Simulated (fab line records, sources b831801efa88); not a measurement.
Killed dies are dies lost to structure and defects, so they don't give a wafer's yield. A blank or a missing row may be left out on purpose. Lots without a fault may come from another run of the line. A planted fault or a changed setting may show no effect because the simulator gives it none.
One fault seen from 2 desks | flow sky130 | each desk has only its own numbers; what lay behind them comes last

THE TOOL OWNER'S DESK: litho_track-04
The tool's own readings at SKY_SD_P_COAT_02 (resist thk 1140 nm): means of the sampled wafers that have a number, for each lot that ran on this tool. A lot is out of limits, marked OUT, if its mean lies more than 4 standard deviations from the usual mean; the brackets give that distance.
Columns: A = chill_plate_temp_C at SKY_SD_P_COAT_02, usual 23.00 C; B = dispense_pressure_kPa at SKY_SD_P_COAT_02, usual 51.4 kPa; C = spin_speed_rpm at SKY_SD_P_COAT_02, usual 3000.2 rpm
lot  | first seen here | A     | B    | C
L848 | day 25 06:27    | 23.01 | 52.3 | 3001.3
L850 | day 26 04:06    | 22.93 | 52.3 | 2999.7
L853 | day 27 03:18    | 23.07 | 52.4 | 3000.2
L863 | day 30 13:30    | 23.02 | 52.3 | 3001.6
L864 | day 31 05:00    | 23.05 | 52.3 | 2999.2
L865 | day 31 06:52    | 23.04 | 52.3 | 2999.3
L867 | day 31 12:10    | 22.91 | 52.3 | 3001.6
L868 | day 32 00:33    | 23.03 | 52.4 | 2999.8
This desk's finding: nothing out of limits on any of the 8 lots.

THE METROLOGY DESK
What the gauges read, lot by lot, whatever tool the lot ran on: means of the sampled wafers that have a number. A lot is out of limits, marked OUT, if its mean lies more than 4 standard deviations from the usual mean; the brackets give that distance.
Columns: A = POLY_CUT_OVL at SKY_POLY_CUT_OVL_MEAS_09, usual 2 nm; B = cd_nm at SKY_SD_P_CD_MEAS_07, usual 379.7 nm; C = RES_XHIGH_TW at SKY_RES_XHIGH_TW_MEAS_09, usual 1634
lot  | first seen here | A  | B     | C
L848 | day 24 16:47    | 2  | 377.6 | 1636
L850 | day 25 14:02    | 11 | 384.4 | 1637
L851 | day 25 21:44    | 3  | -     | 2839 (+80) OUT
L852 | day 26 08:52    | 1  | -     | 2878 (+83) OUT
L853 | day 26 12:28    | 1  | 380.8 | 1612
L863 | day 30 00:25    | -1 | 381.2 | 1624
L864 | day 30 15:26    | 3  | 380.7 | 1647
L865 | day 30 17:27    | 1  | 381.5 | 1648
L867 | day 30 22:35    | -1 | 377.3 | 1614
L868 | day 31 11:09    | 0  | 376.8 | 1640
L869 | day 31 16:32    | -0 | 380.6 | 1646
This desk's finding: out of limits on L851, L852; first on L851, day 28 08:07 (RES_XHIGH_TW at SKY_RES_XHIGH_TW_MEAS_09). In limits: L848, L850, L853, L863, L864, L865, L867, L868, L869.

PUT TOGETHER
The metrology desk could have raised an alarm at day 28 08:07, on L851, L852.
The tool owner's desk saw nothing out of limits.
The tool owner's desk has no number on record for L851, L852.
Of the lots named, all ran SKY_SD_P_COAT_02 on litho_track-04.

WHAT THE SIMULATOR HAD PUT IN
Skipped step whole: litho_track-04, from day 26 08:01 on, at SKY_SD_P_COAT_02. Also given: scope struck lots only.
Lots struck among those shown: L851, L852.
Hours from the fault's start to each desk's first reading out of limits: the metrology desk, 48.
